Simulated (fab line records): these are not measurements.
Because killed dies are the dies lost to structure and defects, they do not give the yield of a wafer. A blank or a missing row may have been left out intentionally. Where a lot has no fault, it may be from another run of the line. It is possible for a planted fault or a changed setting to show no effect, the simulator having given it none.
Which of the tools did it? || flow sky130 || Sampling: 14 lots, 42 wafers, 4 of 708 route steps

== WHAT THE GAUGES SHOWED, per wafer ==
SKY_PASSIVATION_THK_MEAS_01. Usual: PASSIVATION_CVD_00_THK 90.5 nm, standard deviation 1.3.
{"lot": "L616", "measured": "day 43 10:13", "on": "film metro-02", "PASSIVATION_CVD_00_THK (nm)": "90.5 90.4 90.2", "flag": ""}
{"lot": "L617", "measured": "day 43 15:14", "on": "film metro-01", "PASSIVATION_CVD_00_THK (nm)": "91.8 91.6 92.3", "flag": ""}
{"lot": "L618", "measured": "day 44 00:27", "on": "film metro-02", "PASSIVATION_CVD_00_THK (nm)": "88.8 87.5 86.7", "flag": ""}
{"lot": "L619", "measured": "day 44 06:31", "on": "film metro-04", "PASSIVATION_CVD_00_THK (nm)": "88.7 89.0 89.8", "flag": ""}
{"lot": "L620", "measured": "day 45 03:09", "on": "film metro-02", "PASSIVATION_CVD_00_THK (nm)": "88.9 91.3 92.2", "flag": ""}
{"lot": "L621", "measured": "day 45 12:34", "on": "film metro-04", "PASSIVATION_CVD_00_THK (nm)": "90.3 90.2 91.7", "flag": ""}
{"lot": "L622", "measured": "day 45 15:37", "on": "film metro-02", "PASSIVATION_CVD_00_THK (nm)": "91.6 89.4 92.2", "flag": ""}
{"lot": "L624", "measured": "day 45 20:07", "on": "film metro-04", "PASSIVATION_CVD_00_THK (nm)": "90.5 91.6 91.6", "flag": ""}
{"lot": "L626", "measured": "day 46 10:54", "on": "film metro-02", "PASSIVATION_CVD_00_THK (nm)": "90.8 90.3 90.5", "flag": ""}
{"lot": "L627", "measured": "day 46 20:32", "on": "film metro-02", "PASSIVATION_CVD_00_THK (nm)": "90.2 88.9 89.6", "flag": ""}
{"lot": "L628", "measured": "day 46 22:17", "on": "film metro-01", "PASSIVATION_CVD_00_THK (nm)": "88.6 89.8 91.9", "flag": ""}
{"lot": "L630", "measured": "day 47 06:23", "on": "film metro-02", "PASSIVATION_CVD_00_THK (nm)": "88.5 90.2 90.5", "flag": ""}
{"lot": "L635", "measured": "day 48 18:47", "on": "film metro-01", "PASSIVATION_CVD_00_THK (nm)": "90.2 91.6 91.7", "flag": ""}
{"lot": "L637", "measured": "day 49 06:35", "on": "film metro-02", "PASSIVATION_CVD_00_THK (nm)": "92.0 93.5 91.1", "flag": ""}

SKY_PASSIVATION_THK_MEAS_03. Usual: PASSIVATION_CVD_02_THK 542 nm, standard deviation 7.1.
{"lot": "L616", "measured": "day 43 10:29", "on": "film metro-02", "PASSIVATION_CVD_02_THK (nm)": "534 543 540", "flag": ""}
{"lot": "L617", "measured": "day 43 15:31", "on": "film metro-04", "PASSIVATION_CVD_02_THK (nm)": "539 551 542", "flag": ""}
{"lot": "L618", "measured": "day 44 00:44", "on": "film metro-04", "PASSIVATION_CVD_02_THK (nm)": "527 541 537", "flag": ""}
{"lot": "L619", "measured": "day 44 06:49", "on": "film metro-01", "PASSIVATION_CVD_02_THK (nm)": "534 538 547", "flag": ""}
{"lot": "L620", "measured": "day 45 03:33", "on": "film metro-04", "PASSIVATION_CVD_02_THK (nm)": "538 539 541", "flag": ""}
{"lot": "L621", "measured": "day 45 12:58", "on": "film metro-02", "PASSIVATION_CVD_02_THK (nm)": "531 545 543", "flag": ""}
{"lot": "L622", "measured": "day 45 16:01", "on": "film metro-01", "PASSIVATION_CVD_02_THK (nm)": "530 547 551", "flag": ""}
{"lot": "L624", "measured": "day 45 20:51", "on": "film metro-04", "PASSIVATION_CVD_02_THK (nm)": "538 545 549", "flag": ""}
{"lot": "L626", "measured": "day 46 11:11", "on": "film metro-01", "PASSIVATION_CVD_02_THK (nm)": "536 545 543", "flag": ""}
{"lot": "L627", "measured": "day 46 20:56", "on": "film metro-02", "PASSIVATION_CVD_02_THK (nm)": "531 541 547", "flag": ""}
{"lot": "L628", "measured": "day 46 22:34", "on": "film metro-04", "PASSIVATION_CVD_02_THK (nm)": "545 530 550", "flag": ""}
{"lot": "L630", "measured": "day 47 06:47", "on": "film metro-02", "PASSIVATION_CVD_02_THK (nm)": "534 545 547", "flag": ""}
{"lot": "L635", "measured": "day 48 19:04", "on": "film metro-04", "PASSIVATION_CVD_02_THK (nm)": "543 554 546", "flag": ""}
{"lot": "L637", "measured": "day 49 06:55", "on": "film metro-04", "PASSIVATION_CVD_02_THK (nm)": "530 542 543", "flag": ""}

== WHICH TOOL RAN EACH LOT (tool, then ch and the chambers of the sampled wafers, then the start) ==
{"lot": "L616", "SKY_FIELD_ISO_CVD_24": "hdpcvd-02 ch 1,2, day 2 08:26", "SKY_PASSIVATION_CVD_02": "pecvd-04 ch 1,2, day 43 10:16"}
{"lot": "L617", "SKY_FIELD_ISO_CVD_24": "hdpcvd-02 ch 1,2, day 2 13:36", "SKY_PASSIVATION_CVD_02": "pecvd-04 ch 0,1,2, day 43 15:17"}
{"lot": "L618", "SKY_FIELD_ISO_CVD_24": "hdpcvd-01 ch 0,1,2, day 2 16:29", "SKY_PASSIVATION_CVD_02": "pecvd-01 ch 0,1,2, day 44 00:31"}
{"lot": "L619", "SKY_FIELD_ISO_CVD_24": "hdpcvd-02 ch 0,2, day 2 22:44", "SKY_PASSIVATION_CVD_02": "pecvd-04 ch 0,1,2, day 44 06:35"}
{"lot": "L620", "SKY_FIELD_ISO_CVD_24": "hdpcvd-01 ch 0,1,2, day 3 09:56", "SKY_PASSIVATION_CVD_02": "pecvd-03 ch 0,1, day 45 03:13"}
{"lot": "L621", "SKY_FIELD_ISO_CVD_24": "hdpcvd-02 ch 0,1,2, day 3 12:57", "SKY_PASSIVATION_CVD_02": "pecvd-03 ch 0,1, day 45 12:38"}
{"lot": "L622", "SKY_FIELD_ISO_CVD_24": "hdpcvd-02 ch 0,1,2, day 3 15:32", "SKY_PASSIVATION_CVD_02": "pecvd-03 ch 0,1, day 45 15:41"}
{"lot": "L624", "SKY_FIELD_ISO_CVD_24": "hdpcvd-02 ch 1,2, day 4 00:07", "SKY_PASSIVATION_CVD_02": "pecvd-03 ch 0, day 45 20:10"}
{"lot": "L626", "SKY_FIELD_ISO_CVD_24": "hdpcvd-02 ch 0,1,2, day 4 11:41", "SKY_PASSIVATION_CVD_02": "pecvd-04 ch 1,2, day 46 10:57"}
{"lot": "L627", "SKY_FIELD_ISO_CVD_24": "hdpcvd-02 ch 0,1, day 4 17:11", "SKY_PASSIVATION_CVD_02": "pecvd-03 ch 0,1, day 46 20:35"}
{"lot": "L628", "SKY_FIELD_ISO_CVD_24": "hdpcvd-02 ch 0,2, day 4 23:14", "SKY_PASSIVATION_CVD_02": "pecvd-01 ch 0,2, day 46 22:20"}
{"lot": "L630", "SKY_FIELD_ISO_CVD_24": "hdpcvd-02 ch 0,2, day 5 07:28", "SKY_PASSIVATION_CVD_02": "pecvd-03 ch 0,1, day 47 06:27"}
{"lot": "L635", "SKY_FIELD_ISO_CVD_24": "hdpcvd-01 ch 0,2, day 6 11:08", "SKY_PASSIVATION_CVD_02": "pecvd-03 ch 0,2, day 48 18:50"}
{"lot": "L637", "SKY_FIELD_ISO_CVD_24": "hdpcvd-01 ch 0,2, day 6 23:41", "SKY_PASSIVATION_CVD_02": "pecvd-04 ch 0,1,2, day 49 06:39"}
- SKY_FIELD_ISO_CVD_24: deposits SiO2, target thk 595 nm, time 99.2 s.
- SKY_PASSIVATION_CVD_02: deposits Si3N4, target thk 540 nm.

== WHAT THE TOOLS THEMSELVES READ (means of the sampled wafers that have a number; where no wafer has one, the mark that the record gives instead) ==
SKY_PASSIVATION_CVD_02. Usual: heater power w at 676 W, with a standard deviation of 95.
{"lot": "L616", "tool": "pecvd-04", "heater power w (W)": 651, "flag": ""}
{"lot": "L617", "tool": "pecvd-04", "heater power w (W)": 713, "flag": ""}
{"lot": "L618", "tool": "pecvd-01", "heater power w (W)": 587, "flag": ""}
{"lot": "L619", "tool": "pecvd-04", "heater power w (W)": 710, "flag": ""}
{"lot": "L620", "tool": "pecvd-03", "heater power w (W)": 608, "flag": ""}
{"lot": "L621", "tool": "pecvd-03", "heater power w (W)": 656, "flag": ""}
{"lot": "L622", "tool": "pecvd-03", "heater power w (W)": 653, "flag": ""}
{"lot": "L624", "tool": "pecvd-03", "heater power w (W)": 604, "flag": ""}
{"lot": "L626", "tool": "pecvd-04", "heater power w (W)": 627, "flag": ""}
{"lot": "L627", "tool": "pecvd-03", "heater power w (W)": 727, "flag": ""}
{"lot": "L628", "tool": "pecvd-01", "heater power w (W)": 727, "flag": ""}
{"lot": "L630", "tool": "pecvd-03", "heater power w (W)": 682, "flag": ""}
{"lot": "L635", "tool": "pecvd-03", "heater power w (W)": 654, "flag": ""}
{"lot": "L637", "tool": "pecvd-04", "heater power w (W)": 710, "flag": ""}

== THE ANSWER, worked out from the rows above alone ==
Rule: lot off if the mean of its wafers having a number is beyond 3 standard deviations from the usual mean. Also off: a lot with no number at a reading for which 4 or more lots have one. Where the step has rows for the other lots, those lots are counted as sound. Order of review: gauges by route order, followed by the tools' own readings, for which a lot's mean as printed above is used. The first step at which some lot is off is used, and at that step the reading that is off furthest; a lot without a number counts as furthest.
No lot is off at any reading shown: from this, nothing can be told.

== WHAT HAD BEEN PUT IN BY THE SIMULATOR ==
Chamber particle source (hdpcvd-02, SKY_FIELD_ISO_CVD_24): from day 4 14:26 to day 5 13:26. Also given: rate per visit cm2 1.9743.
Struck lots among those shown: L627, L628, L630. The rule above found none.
